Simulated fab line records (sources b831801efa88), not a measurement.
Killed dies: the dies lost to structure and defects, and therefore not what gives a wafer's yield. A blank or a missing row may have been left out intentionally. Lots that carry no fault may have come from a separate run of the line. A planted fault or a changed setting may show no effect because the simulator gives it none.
fab line records	flow sky130
[record] lots = 13	wafers = 39	last_day = 50
route steps=708 shown LDD_HVP@288 LI_CONTACT@386 LOCAL_INTERCONNECT@389 CONTACT@429 PAD_OPEN@708
lots that met no fault: from a run of the same line without faults
start_h: start of the lot's first displayed wafer, in hours after the record's first day	wait_h: how many hours have passed since the lot's step before this one	" identical to the entry in the row above	L1.1+2: one row covering several wafers at once	- no value, or no start given	* or withheld: withheld	< > ~ a bound
route shown NAME@n: a module of which the file shows steps, and the number in the route of the first	usual: mean/standard deviation of fault-free wafers	same: alike in all rows	chamber/n: place in a boat	sites: per-site readings	_std_site: how widely they spread, as a standard deviation	_edge_site: the outer-site mean with the inner-site mean subtracted	radius_mm: how far each site lies from the wafer's centre	mask NAME#n: copy n	behind: the most recent tool/chamber to have shaped the wafer	hold: the reason the lot was held/the length of the hold in hours/how it ended	device: names the non-switching transistor (n, p or np)	end of line: the route-end tests of the same wafers	where a step has no rows: the recipe by itself	killed: the dies lost at the first sort to structure and to defects; this is not the yield of the wafer	map: the dies of a wafer, with x for killed, . for not killed, _ for no die there
set.NAME: the setting the step ran with; set.NAME@STEP: the setting that earlier step ran with	model.NAME: the simulator's own value behind a step, which no gauge read
route steps across a sampled set of lots; one table per step, one row per wafer
services: when a tool's chamber went out of use (start_h, in hours from the record's first day, below 0 if earlier), for how many hours, and the reason
[[steps]]
[step SKY_LDD_HVP_TW_MEAS_10]
[usual] LDD_HVP_TW = 453.4/2.8
lot.wafer	tool	chamber	start_h	wait_h	LDD_HVP_TW
L663.1	film_metro-01	-	492.75	0.1	451.0
L663.2	"	-	"	"	450.2
L663.5	"	-	"	"	452.9
L665.1	film_metro-02	-	509.22	0.1	449.1
L665.5	"	-	"	"	452.6
L665.6	"	-	"	"	455.1
L666.1	film_metro-01	-	512.67	0.1	453.4
L666.2	"	-	"	"	454.9
L666.5	"	-	"	"	457.9
L667.4	film_metro-02	-	545.51	0.1	455.5
L667.5	"	-	"	"	450.0
L667.6	"	-	"	"	451.0
L671.1	film_metro-02	-	581.27	0.1	454.8
L671.3	"	-	"	"	453.1
L671.6	"	-	"	"	454.7
L675.1	film_metro-03	-	610.43	0.1	454.2
L675.3	"	-	"	"	452.1
L675.5	"	-	"	"	452.1
L676.1	film_metro-02	-	619.43	0.1	458.3
L676.3	"	-	"	"	456.0
L676.5	"	-	"	"	455.8
L677.1	film_metro-01	-	621.18	0.1	453.3
L677.2	"	-	"	"	454.4
L677.5	"	-	"	"	452.1
L679.1	film_metro-03	-	641.90	0.1	450.4
L679.2	"	-	"	"	451.1
L679.4	"	-	"	"	450.2
L680.2	film_metro-03	-	647.43	0.1	449.1
L680.4	"	-	"	"	450.9
L680.6	"	-	"	"	451.2
L682.3	film_metro-01	-	660.72	0.1	454.3
L682.4	"	-	"	"	451.8
L682.5	"	-	"	"	454.3
L683.1	film_metro-03	-	664.78	0.1	449.2
L683.2	"	-	"	"	447.3
L683.3	"	-	"	"	450.0
L686.3	film_metro-03	-	687.25	0.1	453.9
L686.4	"	-	"	"	453.5
L686.6	"	-	"	"	453.0
[step SKY_LI_CONTACT_CMP_24]
[recipe] stop_on = PSG	t_overpolish_s = 20	down_force_psi = 3.5	platen_rpm = 60	target_thk_nm = 0	pad_velocity_m_s = 0.94248
[usual] motor_current_A = 10.6/1.5	overpolish_run_s = 20.000/0.0091	t_overpolish_s = 20/0	time_to_endpoint_s = 99/3.5
lot.wafer	tool	chamber	start_h	wait_h	motor_current_A	overpolish_run_s	t_overpolish_s	time_to_endpoint_s
L663.1	cmp-01	2	674.73	0.1	8.3	19.990	20	97
L663.2	"	1	"	"	9.3	20.006	20	95
L663.5	"	3	"	"	11.5	20.005	20	93
L665.1	cmp-01	1	690.58	0.2	9.7	20.012	20	94
L665.5	"	2	"	"	7.6	20.003	20	101
L665.6	"	3	"	"	11.3	19.975	20	101
L666.2	cmp-02	1	694.30	0.0	11.9	20.004	20	109
L666.1	"	3	"	"	10.4	20.005	20	101
L666.5	"	1	"	"	11.7	20.024	20	106
L667.4	cmp-02	1	723.08	0.2	11.5	20.009	20	101
L667.6	"	2	"	"	12.6	19.998	20	96
L667.5	"	3	"	"	10.6	19.999	20	96
L671.1	cmp-02	2	754.68	0.1	12.4	20.007	20	98
L671.3	"	3	"	"	10.8	19.995	20	97
L671.6	"	1	"	"	11.5	19.998	20	102
L675.1	cmp-02	2	782.05	0.1	12.1	20.001	20	102
L675.3	"	3	"	"	10.7	19.992	20	97
L675.5	"	2	"	"	12.1	20.005	20	104
L676.1	cmp-01	1	789.92	0.1	10.2	21.932	21.935	100
L676.3	"	3	"	"	11.5	21.922	21.935	95
L676.5	"	0	"	"	12.5	21.939	21.935	102
L677.2	cmp-01	0	793.86	0.1	12.3	21.928	21.935	99
L677.1	"	1	"	"	9.6	21.933	21.935	95
L677.5	"	2	"	"	8.0	21.952	21.935	95
L679.1	cmp-02	3	811.45	0.1	11.2	19.995	20	95
L679.2	"	0	"	"	9.4	19.984	20	93
L679.4	"	2	"	"	11.5	20.001	20	95
L680.4	cmp-02	1	816.04	0.2	11.7	20.002	20	100
L680.2	"	2	"	"	12.6	20.014	20	98
L680.6	"	1	"	"	11.4	19.998	20	101
L682.3	cmp-02	1	827.58	0.1	12.0	19.998	20	104
L682.4	"	2	"	"	12.5	20.000	20	103
L682.5	"	3	"	"	10.9	19.984	20	101
L683.3	cmp-02	0	832.56	0.0	9.1	20.006	20	101
L683.1	"	2	"	"	12.2	20.001	20	106
L683.2	"	3	"	"	10.5	19.994	20	100
L686.4	cmp-02	0	852.16	0.0	9.3	19.999	20	94
L686.3	"	2	"	"	12.1	19.994	20	97
L686.6	"	1	"	"	11.4	20.002	20	97
[step SKY_LOCAL_INTERCONNECT_THK_MEAS_02]
[recipe] thk_meas_gauge = xrf	reads = TiN_of_LOCAL_INTERCONNECT_SPUTTER_00
[usual] LOCAL_INTERCONNECT_TIN_THK = 100.9/0.96
lot.wafer	tool	chamber	start_h	wait_h	LOCAL_INTERCONNECT_TIN_THK[nm]
L663.1	film_metro-02	-	675.21	0.1	101.2
L663.2	"	-	"	"	100.9
L663.5	"	-	"	"	100.4
L665.1	film_metro-01	-	690.91	0.1	101.0
L665.5	"	-	"	"	99.9
L665.6	"	-	"	"	99.9
L666.1	film_metro-03	-	694.78	0.1	101.3
L666.2	"	-	"	"	101.9
L666.5	"	-	"	"	101.4
L667.4	film_metro-03	-	723.44	0.1	100.7
L667.5	"	-	"	"	102.1
L667.6	"	-	"	"	101.5
L671.1	film_metro-01	-	755.07	0.1	100.9
L671.3	"	-	"	"	101.7
L671.6	"	-	"	"	101.2
L675.1	film_metro-03	-	782.53	0.1	99.9
L675.3	"	-	"	"	100.4
L675.5	"	-	"	"	100.3
L676.1	film_metro-02	-	790.35	0.1	99.7
L676.3	"	-	"	"	101.2
L676.5	"	-	"	"	100.5
L677.1	film_metro-01	-	794.24	0.1	100.0
L677.2	"	-	"	"	100.6
L677.5	"	-	"	"	99.9
L679.1	film_metro-02	-	811.95	0.1	100.7
L679.2	"	-	"	"	101.2
L679.4	"	-	"	"	102.4
L680.2	film_metro-02	-	816.48	0.1	100.5
L680.4	"	-	"	"	100.3
L680.6	"	-	"	"	101.5
L682.3	film_metro-02	-	827.98	0.1	101.4
L682.4	"	-	"	"	99.8
L682.5	"	-	"	"	100.3
L683.1	film_metro-03	-	833.05	0.1	102.5
L683.2	"	-	"	"	100.7
L683.3	"	-	"	"	102.8
L686.3	film_metro-01	-	852.67	0.1	101.2
L686.4	"	-	"	"	100.0
L686.6	"	-	"	"	101.5
[step SKY_CONTACT_SPUTTER_23]
[recipe] material = TiN	target_thk_nm = 20	chamber_pressure_pa = 5	power_w = 4000	time_s = 80
[usual] throttle_valve_pct = 30.5/0.76
lot.wafer	tool	chamber	start_h	wait_h	throttle_valve_pct
L663.1	pvd_sputter-01	-	732.81	0.0	30.5
L663.2	"	-	"	"	31.5
L663.5	"	-	"	"	31.6
L665.1	pvd_sputter-04	-	748.97	0.0	29.9
L665.5	"	-	"	"	30.4
L665.6	"	-	"	"	30.0
L666.1	pvd_sputter-01	-	752.42	0.0	31.6
L666.2	"	-	"	"	30.6
L666.5	"	-	"	"	28.9
L667.4	pvd_sputter-03	-	780.87	0.0	30.8
L667.5	"	-	"	"	29.8
L667.6	"	-	"	"	30.3
L671.1	pvd_sputter-01	-	811.52	0.0	30.8
L671.3	"	-	"	"	28.9
L671.6	"	-	"	"	28.9
L675.1	pvd_sputter-01	-	837.54	0.0	29.2
L675.3	"	-	"	"	31.7
L675.5	"	-	"	"	31.8
L676.1	pvd_sputter-04	-	845.52	0.0	31.0
L676.3	"	-	"	"	30.1
L676.5	"	-	"	"	30.5
L677.1	pvd_sputter-03	-	848.87	0.0	30.2
L677.2	"	-	"	"	30.6
L677.5	"	-	"	"	31.3
L679.1	pvd_sputter-03	-	866.32	0.0	29.6
L679.2	"	-	"	"	30.6
L679.4	"	-	"	"	30.6
L680.2	pvd_sputter-03	-	871.82	0.0	30.7
L680.4	"	-	"	"	31.0
L680.6	"	-	"	"	31.0
L682.3	pvd_sputter-01	-	882.57	0.0	29.0
L682.4	"	-	"	"	30.6
L682.5	"	-	"	"	30.7
L683.1	pvd_sputter-03	-	887.13	0.0	31.4
L683.2	"	-	"	"	30.6
L683.3	"	-	"	"	30.8
L686.3	pvd_sputter-03	-	905.44	0.0	30.7
L686.4	"	-	"	"	31.1
L686.6	"	-	"	"	31.2
[step SKY_PAD_OPEN_PROBE_99]
[usual] killed_at_M0_to_M3 = 44/6	killed_at_M4_up = 3.3/2.1	killed_at_contacts = 25/5.5	killed_at_front_end = 15/4.3	killed_at_other = 0.2/0.41	killed_dies = 88/9.1	killed_open = 48/6.6	killed_short = 39/6.7
[same] gross_dies = 492	killed_at_back_side = 0
lot.wafer	tool	chamber	start_h	wait_h	killed_at_M0_to_M3	killed_at_M4_up	killed_at_contacts	killed_at_front_end	killed_at_other	killed_dies	killed_open	killed_short
L667.4	prober-02	-	1110.04	0.2	42	2	20	20	1	85	41	44
L667.5	prober-02	-	1110.09	0.2	49	2	31	15	1	98	48	49
L667.6	prober-02	-	1110.14	0.2	36	3	18	18	0	75	37	38
L671.1	prober-01	-	1134.04	0.1	41	1	31	21	0	94	60	34
L671.3	prober-01	-	1134.14	0.2	44	6	35	13	0	98	63	35
L671.6	prober-01	-	1134.29	0.2	47	7	29	15	2	100	46	52
L675.1	prober-02	-	1153.32	0.1	43	1	25	12	0	81	41	40
L675.3	prober-02	-	1153.42	0.2	55	7	22	13	0	97	56	41
L675.5	prober-02	-	1153.52	0.2	41	4	17	24	0	86	47	39
L676.1	prober-01	-	1155.15	0.1	46	2	19	17	0	84	40	44
L676.3	prober-01	-	1155.25	0.2	45	2	18	24	0	89	46	43
L676.5	prober-01	-	1155.35	0.2	57	2	16	21	0	96	50	46
L677.1	prober-02	-	1157.07	0.1	46	4	19	7	0	76	46	29
L677.2	prober-02	-	1157.12	0.1	36	2	19	17	0	74	42	31
L677.5	prober-02	-	1157.27	0.2	46	1	33	15	0	95	62	31
L682.3	prober-01	-	1187.28	0.2	47	4	27	20	0	98	48	50
L682.4	prober-01	-	1187.33	0.2	47	1	23	21	0	92	50	41
L682.5	prober-01	-	1187.38	0.2	41	2	27	15	0	85	47	38
L683.1	prober-02	-	1187.81	0.1	44	2	27	14	0	87	46	41
L683.2	prober-02	-	1187.86	0.1	33	2	16	14	1	66	35	31
L683.3	prober-02	-	1187.91	0.2	40	5	18	24	0	87	45	42
// killed by level:class
L667.4 VIA1:geometric_particle:open=15 FIELD_ISO:geometric_particle:short=8 CONTACT:geometric_particle:open=7 VIA2:geometric_particle:open=5 CONTACT:geometric_particle:short=4 VIA2:geometric_particle:short=4 VIA3:geometric_particle:open=4 POLY_GATE:geometric_particle:short=3
L667.5 VIA1:geometric_particle:open=12 CONTACT:geometric_particle:open=10 METAL1:geometric_particle:short=9 LI_CONTACT:geometric_particle:open=8 POLY_GATE:geometric_particle:open=7 LOCAL_INTERCONNECT:geometric_particle:short=6 VIA1:geometric_particle:short=6 CONTACT:geometric_particle:short=5
L667.6 CONTACT:geometric_particle:open=6 VIA3:geometric_particle:open=6 VIA1:geometric_particle:open=6 FIELD_ISO:geometric_particle:short=5 VIA2:geometric_particle:open=5 FIELD_ISO:geometric_particle:open=4 POLY_GATE:geometric_particle:short=4 LOCAL_INTERCONNECT:geometric_particle:short=4
L671.1 LI_CONTACT:geometric_particle:open=13 VIA1:geometric_particle:open=11 CONTACT:geometric_particle:open=10 VIA3:geometric_particle:open=8 FIELD_ISO:geometric_particle:short=6 VIA2:geometric_particle:open=5 METAL2:geometric_particle:short=4 POLY_GATE:geometric_particle:open=4
L671.3 VIA1:geometric_particle:open=21 CONTACT:geometric_particle:open=12 LI_CONTACT:geometric_particle:open=10 CONTACT:geometric_particle:short=5 VIA2:geometric_particle:open=5 POLY_GATE:geometric_particle:short=4 LI_CONTACT:geometric_particle:short=4 METAL1:geometric_particle:short=4
L671.6 VIA1:geometric_particle:open=10 CONTACT:geometric_particle:open=9 CONTACT:geometric_particle:short=8 METAL2:geometric_particle:short=8 VIA2:geometric_particle:open=7 VIA1:geometric_particle:short=7 METAL4:geometric_particle:short=6 FIELD_ISO:geometric_particle:open=4
L675.1 CONTACT:geometric_particle:open=10 VIA1:geometric_particle:open=8 VIA1:geometric_particle:short=8 VIA3:geometric_particle:open=7 LI_CONTACT:geometric_particle:short=5 CONTACT:geometric_particle:short=5 METAL2:geometric_particle:short=5 FIELD_ISO:geometric_particle:short=4
L675.3 VIA1:geometric_particle:open=12 VIA2:geometric_particle:open=11 CONTACT:geometric_particle:open=9 POLY_GATE:geometric_particle:open=7 METAL2:geometric_particle:short=7 METAL1:geometric_particle:short=6 VIA3:geometric_particle:short=6 LI_CONTACT:geometric_particle:open=5
L675.5 VIA2:geometric_particle:open=9 FIELD_ISO:geometric_particle:short=8 CONTACT:geometric_particle:open=7 VIA1:geometric_particle:open=6 LI_CONTACT:geometric_particle:open=6 FIELD_ISO:geometric_particle:open=5 POLY_GATE:geometric_particle:short=5 VIA1:geometric_particle:short=5
L676.1 VIA1:geometric_particle:open=12 VIA1:geometric_particle:short=7 VIA2:geometric_particle:open=6 LOCAL_INTERCONNECT:geometric_particle:short=6 FIELD_ISO:geometric_particle:short=5 CONTACT:geometric_particle:open=5 METAL2:geometric_particle:short=5 POLY_GATE:geometric_particle:open=4
L676.3 VIA1:geometric_particle:open=16 FIELD_ISO:geometric_particle:short=9 METAL1:geometric_particle:short=7 FIELD_ISO:geometric_particle:open=5 POLY_GATE:geometric_particle:short=5 LI_CONTACT:geometric_particle:open=5 CONTACT:geometric_particle:short=4 CONTACT:geometric_particle:open=4
L676.5 VIA1:geometric_particle:open=12 METAL1:geometric_particle:short=12 VIA2:geometric_particle:open=11 CONTACT:geometric_particle:open=8 FIELD_ISO:geometric_particle:short=6 VIA3:geometric_particle:short=5 VIA3:geometric_particle:open=5 FIELD_ISO:geometric_particle:open=4
L677.1 VIA3:geometric_particle:open=10 VIA1:geometric_particle:open=10 CONTACT:geometric_particle:open=8 METAL1:geometric_particle:short=7 LI_CONTACT:geometric_particle:open=4 CONTACT:geometric_particle:short=4 VIA2:geometric_particle:open=4 POLY_GATE:geometric_particle:open=3
L677.2 VIA2:geometric_particle:open=8 CONTACT:geometric_particle:open=7 LI_CONTACT:geometric_particle:open=7 METAL2:geometric_particle:short=7 FIELD_ISO:geometric_particle:open=5 VIA1:geometric_particle:open=5 FIELD_ISO:geometric_particle:short=3 POLY_GATE:geometric_particle:open=3
L677.5 CONTACT:geometric_particle:open=20 VIA1:geometric_particle:open=14 LI_CONTACT:geometric_particle:open=6 VIA3:geometric_particle:open=6 VIA2:geometric_particle:short=5 VIA1:geometric_particle:short=5 POLY_GATE:geometric_particle:open=4 FIELD_ISO:geometric_particle:short=3
L682.3 CONTACT:geometric_particle:open=12 VIA2:geometric_particle:open=8 METAL1:geometric_particle:short=8 VIA1:geometric_particle:open=8 LOCAL_INTERCONNECT:geometric_particle:short=7 FIELD_ISO:geometric_particle:short=5 FIELD_ISO:geometric_particle:open=5 METAL2:geometric_particle:short=4
L682.4 VIA1:geometric_particle:open=14 CONTACT:geometric_particle:open=11 VIA2:geometric_particle:open=7 POLY_GATE:geometric_particle:short=5 POLY_GATE:geometric_particle:open=5 LOCAL_INTERCONNECT:geometric_particle:short=5 VIA3:geometric_particle:open=5 VIA1:geometric_particle:short=5
L682.5 CONTACT:geometric_particle:open=13 VIA1:geometric_particle:open=11 LI_CONTACT:geometric_particle:open=8 VIA1:geometric_particle:short=7 FIELD_ISO:geometric_particle:short=5 CONTACT:geometric_particle:short=5 METAL1:geometric_particle:short=5 FIELD_ISO:geometric_particle:open=4
L683.1 VIA1:geometric_particle:open=9 LI_CONTACT:geometric_particle:open=8 CONTACT:geometric_particle:open=7 LI_CONTACT:geometric_particle:short=7 VIA2:geometric_particle:open=6 METAL1:geometric_particle:short=6 POLY_GATE:geometric_particle:open=4 METAL1:geometric_particle:open=4
L683.2 VIA2:geometric_particle:open=8 FIELD_ISO:geometric_particle:short=5 LI_CONTACT:geometric_particle:open=5 CONTACT:geometric_particle:open=5 VIA1:geometric_particle:open=5 METAL2:geometric_particle:short=5 VIA1:geometric_particle:short=4 POLY_CUT:geometric_particle:open=3
L683.3 VIA2:geometric_particle:open=9 LI_CONTACT:geometric_particle:open=8 FIELD_ISO:geometric_particle:open=7 FIELD_ISO:geometric_particle:short=6 METAL2:geometric_particle:short=6 VIA1:geometric_particle:short=5 METAL4:geometric_particle:short=5 POLY_GATE:geometric_particle:open=4
[[services]]
tool	chamber	start_h	hours	kind
cmp-01	-	662.21	0.8	repair
cmp-01	-	666.01	5.6	repair
pvd_sputter-03	-	731.38	3.1	repair
cmp-02	-	744.00	4.0	pm
cmp-02	-	748.00	-	consumable_replace:conditioner
cmp-02	-	748.00	-	consumable_replace:pad
cmp-01	-	764.10	0.4	repair
cmp-02	-	771.41	3.8	repair
pvd_sputter-04	-	775.92	5.5	repair
pvd_sputter-03	-	814.03	9.2	repair
pvd_sputter-04	-	816.93	2.1	repair
cmp-01	-	830.80	5.8	pm
pvd_sputter-03	-	842.93	0.7	repair
pvd_sputter-01	-	845.03	0.9	repair
cmp-02	-	855.98	0.7	repair
pvd_sputter-01	-	860.96	2.1	repair
cmp-01	-	862.67	0.3	repair
pvd_sputter-03	-	898.83	0.7	repair
[[key]]
[first_sign] step = SKY_LI_CONTACT_CMP_24	reading = t_overpolish_s	direction = up	sigmas = 99+	usual = 20	struck = 21.935
[effect] step = SKY_LI_CONTACT_CMP_24	reading = overpolish_run_s	direction = up	sigmas = 99+	usual = 20.000	struck = 21.934
met_at SKY_LI_CONTACT_CMP_24
struck_lots L676,L677
tester_left_out L676,L677
not_acting_at SKY_LDD_HVP_TW_MEAS_10,SKY_LOCAL_INTERCONNECT_THK_MEAS_02,SKY_CONTACT_SPUTTER_23
onset_between 690.58 789.92
[fault] kind = process_parameter_drift	tool = cmp-01	chamber = -	onset_h = 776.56	steps = SKY_LI_CONTACT_CMP_24	channel = t_overpolish_s	offset = 1.9346	shape = step	end_h = 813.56	acts_in = these_recipes_only	stated = 20
// tester_left_out: of these lots the tester's yield and bins aren't shown, on N5 and GAA mostly nor the transistor test; their killed dies are dies lost to structure and defects alone, not to doping, threshold or leakage, so they don't give the yield
